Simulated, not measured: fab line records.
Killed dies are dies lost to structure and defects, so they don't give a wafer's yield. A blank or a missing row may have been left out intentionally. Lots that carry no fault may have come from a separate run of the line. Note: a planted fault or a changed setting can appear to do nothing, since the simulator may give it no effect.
The tool behind it: which one? ; flow sky130 ; route of 708 steps, sampled at 1 step: 12 lots, 36 wafers

WHAT EACH GAUGE READ, for each wafer
SKY_CAPM_OVL_MEAS_12.
lot;measured;on;CAPM_OVL (nm)
L075;day 39 00:37;overlay-02;2.9 2.4 3.1
L077;day 39 21:23;overlay-01;1.6 1.1 0.3
L079;day 40 05:01;overlay-01;1.8 1.7 2.7
L081;day 41 03:35;overlay-02;0.3 2.1 0.4
L083;day 41 08:10;overlay-02;3.6 3.9 3.7
L085;day 42 04:38;overlay-02;1.0 1.6 1.0
L087;day 42 13:48;overlay-01;-0.8 0.0 0.4
L089;day 43 04:20;overlay-01;0.2 1.0 -0.2
L091;day 43 13:07;overlay-01;0.5 0.2 0.6
L093;day 44 05:47;overlay-01;0.2 -0.2 1.8
L095;day 44 18:44;overlay-02;1.1 -0.4 1.3
L097;day 45 06:51;overlay-02;3.8 4.9 2.2

TOOL THAT RAN EACH LOT (tool first, then ch and the chambers of the sampled wafers, then the start)
Record: no process step prior to these readings.

THE ANSWER, worked out from the rows above alone
Rule: what is usual is taken from the lots themselves. The widest of any qualifying gaps counts: lots, ordered by their means at a reading, are off when they make up no more than a third of the lots, leave a main group of 4 or more, and stand apart from it by 3 or more times the standard deviation of that group's means. If all means in a main group match to the digits the tables above print for the reading, that group is not used. A lot without any number at a reading at which 4 lots or more have one is off too. Any other lot the step has rows for is counted as sound.
None of the lots is off at any reading shown; this tells nothing.

WHAT HAD BEEN PUT IN BY THE SIMULATOR
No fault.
